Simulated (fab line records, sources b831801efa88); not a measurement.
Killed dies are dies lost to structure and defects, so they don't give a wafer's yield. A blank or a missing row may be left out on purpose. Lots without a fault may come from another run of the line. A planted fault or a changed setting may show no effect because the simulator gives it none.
Which tool did it? | flow gf180mcu | 14 lots, 42 wafers sampled, at 4 steps of a route of 602

WHAT THE GAUGES READ, wafer by wafer
GF_V2_THK_MEAS_03.
lot  | measured     | on            | V2_CVD_02_THK (nm)
L945 | day 19 20:20 | film_metro-01 | 851 848 866
L946 | day 20 06:44 | film_metro-03 | 855 854 869
L948 | day 21 05:43 | film_metro-04 | 839 860 868
L949 | day 21 16:52 | film_metro-04 | 846 851 849
L954 | day 23 10:42 | film_metro-01 | 840 857 856
L955 | day 23 17:16 | film_metro-04 | 852 852 853
L956 | day 24 02:14 | film_metro-04 | 839 851 847
L957 | day 24 08:35 | film_metro-01 | 844 846 846
L958 | day 24 12:27 | film_metro-04 | 854 863 865
L959 | day 25 01:16 | film_metro-04 | 846 851 857
L961 | day 26 02:17 | film_metro-01 | 835 841 844
L964 | day 26 16:28 | film_metro-01 | 851 851 857
L965 | day 27 05:01 | film_metro-04 | 847 843 860
L966 | day 27 05:47 | film_metro-01 | 854 872 859

WHICH TOOL RAN EACH LOT (tool, then ch and the chambers of the sampled wafers, then the start)
lot  | GF_SAB_ETCH_11                     | GF_M2_SPUTTER_01             | GF_M2_SPUTTER_03
L945 | rie_diel-01 ch 2,3, day 15 16:40   | pvd_sputter-03, day 18 18:53 | pvd_sputter-03, day 18 18:56
L946 | rie_diel-01 ch 1,2,3, day 16 01:58 | pvd_sputter-03, day 19 05:58 | pvd_sputter-03, day 19 06:02
L948 | rie_diel-04 ch 0,1, day 16 22:04   | pvd_sputter-03, day 20 04:28 | pvd_sputter-03, day 20 04:31
L949 | rie_diel-04 ch 2,3, day 17 09:04   | pvd_sputter-04, day 20 15:41 | pvd_sputter-04, day 20 15:44
L954 | rie_diel-01 ch 1,2,3, day 19 04:07 | pvd_sputter-04, day 22 10:14 | pvd_sputter-04, day 22 10:18
L955 | rie_diel-01 ch 0,2,3, day 19 11:13 | pvd_sputter-04, day 22 17:46 | pvd_sputter-04, day 22 17:50
L956 | rie_diel-01 ch 0,2,3, day 19 21:52 | pvd_sputter-04, day 23 02:38 | pvd_sputter-04, day 23 02:42
L957 | rie_diel-01 ch 0,1,2, day 20 03:37 | pvd_sputter-03, day 23 09:20 | pvd_sputter-03, day 23 09:23
L958 | rie_diel-01 ch 1,2, day 20 07:55   | pvd_sputter-04, day 23 12:35 | pvd_sputter-04, day 23 12:38
L959 | rie_diel-04 ch 0,2,3, day 20 22:17 | pvd_sputter-03, day 24 01:58 | pvd_sputter-03, day 24 02:02
L961 | rie_diel-04 ch 2,3, day 22 03:37   | pvd_sputter-04, day 25 04:41 | pvd_sputter-04, day 25 04:45
L964 | rie_diel-03 ch 1,2,3, day 22 17:32 | pvd_sputter-02, day 25 18:35 | pvd_sputter-02, day 25 18:38
L965 | rie_diel-03 ch 0,2, day 23 07:16   | pvd_sputter-02, day 26 06:40 | pvd_sputter-02, day 26 06:44
L966 | rie_diel-01 ch 1,3, day 23 08:10   | pvd_sputter-03, day 26 07:38 | pvd_sputter-03, day 26 07:41
- GF_SAB_ETCH_11: etches SiO2 in C4F8/O2/Ar, target depth 55 nm, time 8.5 s.
- GF_M2_SPUTTER_01: material TiN, target thk 30 nm, time 25 s.
- GF_M2_SPUTTER_03: material Ti, target thk 10 nm, time 6.7 s.

WHAT THE TOOLS THEMSELVES READ (means of the sampled wafers that have a number; where no wafer has one, the mark that the record gives instead)
GF_SAB_ETCH_11.
lot  | tool        | bias_w (W) | oes_product_au (a.u.)
L945 | rie_diel-01 | 1201       | 1.002
L946 | rie_diel-01 | 1202       | 1.007
L948 | rie_diel-04 | 1199       | 0.995
L949 | rie_diel-04 | 1197       | 0.993
L954 | rie_diel-01 | 1201       | 1.000
L955 | rie_diel-01 | 1202       | 1.004
L956 | rie_diel-01 | 1200       | 1.196
L957 | rie_diel-01 | 1198       | 1.198
L958 | rie_diel-01 | 1205       | 1.185
L959 | rie_diel-04 | 1200       | 0.999
L961 | rie_diel-04 | 1196       | 0.996
L964 | rie_diel-03 | 1198       | 0.997
L965 | rie_diel-03 | 1196       | 0.999
L966 | rie_diel-01 | 1201       | 1.000

GF_M2_SPUTTER_01.
lot  | tool           | throttle_valve_pct (%)
L945 | pvd_sputter-03 | 30.0
L946 | pvd_sputter-03 | 30.3
L948 | pvd_sputter-03 | 30.6
L949 | pvd_sputter-04 | 29.7
L954 | pvd_sputter-04 | 30.0
L955 | pvd_sputter-04 | 28.9
L956 | pvd_sputter-04 | 28.7
L957 | pvd_sputter-03 | 30.4
L958 | pvd_sputter-04 | 29.0
L959 | pvd_sputter-03 | 31.2
L961 | pvd_sputter-04 | 29.6
L964 | pvd_sputter-02 | 30.1
L965 | pvd_sputter-02 | 29.8
L966 | pvd_sputter-03 | 30.6

GF_M2_SPUTTER_03.
lot  | tool           | substrate_temp_c (C) | throttle_valve_pct (%)
L945 | pvd_sputter-03 | 300.07               | 30.0
L946 | pvd_sputter-03 | 299.98               | 30.3
L948 | pvd_sputter-03 | 299.94               | 30.7
L949 | pvd_sputter-04 | 300.05               | 29.8
L954 | pvd_sputter-04 | 299.95               | 29.8
L955 | pvd_sputter-04 | 300.02               | 29.0
L956 | pvd_sputter-04 | 299.88               | 28.7
L957 | pvd_sputter-03 | 300.17               | 30.3
L958 | pvd_sputter-04 | 300.02               | 29.0
L959 | pvd_sputter-03 | 300.10               | 31.2
L961 | pvd_sputter-04 | 299.87               | 29.7
L964 | pvd_sputter-02 | 299.99               | 30.0
L965 | pvd_sputter-02 | 299.83               | 29.8
L966 | pvd_sputter-03 | 299.99               | 30.5

THE ANSWER, worked out from the rows above alone
Rule: what is usual is taken from the lots themselves. Put in order of their means at a reading, lots are off if they are a third of the lots or fewer, leave a main group of 4 or more, and stand apart from it by a gap of 3 or more times the standard deviation of the main group's means; of several such gaps the widest counts. A main group whose means are all the same, to the digits that the tables above print for the reading, isn't used. A lot without any number at a reading at which 4 lots or more have one is off too. The other lots that the step has rows for count as sound. The gauges are gone through in route order, then the tools' own readings, and for those a lot's mean is taken as printed above. The first step at which some lot is off is used, and at that step the reading that is off furthest; a lot without a number counts as furthest.
Off: L956, L957, L958, at GF_SAB_ETCH_11 (oes_product_au). The main group: mean 0.999 a.u., standard deviation 0.0039.
A tool fits if, at that step or a process step before it, it ran every lot that is off, and no sound lot after the first of them. None of those tried fits.

WHAT THE SIMULATOR HAD PUT IN
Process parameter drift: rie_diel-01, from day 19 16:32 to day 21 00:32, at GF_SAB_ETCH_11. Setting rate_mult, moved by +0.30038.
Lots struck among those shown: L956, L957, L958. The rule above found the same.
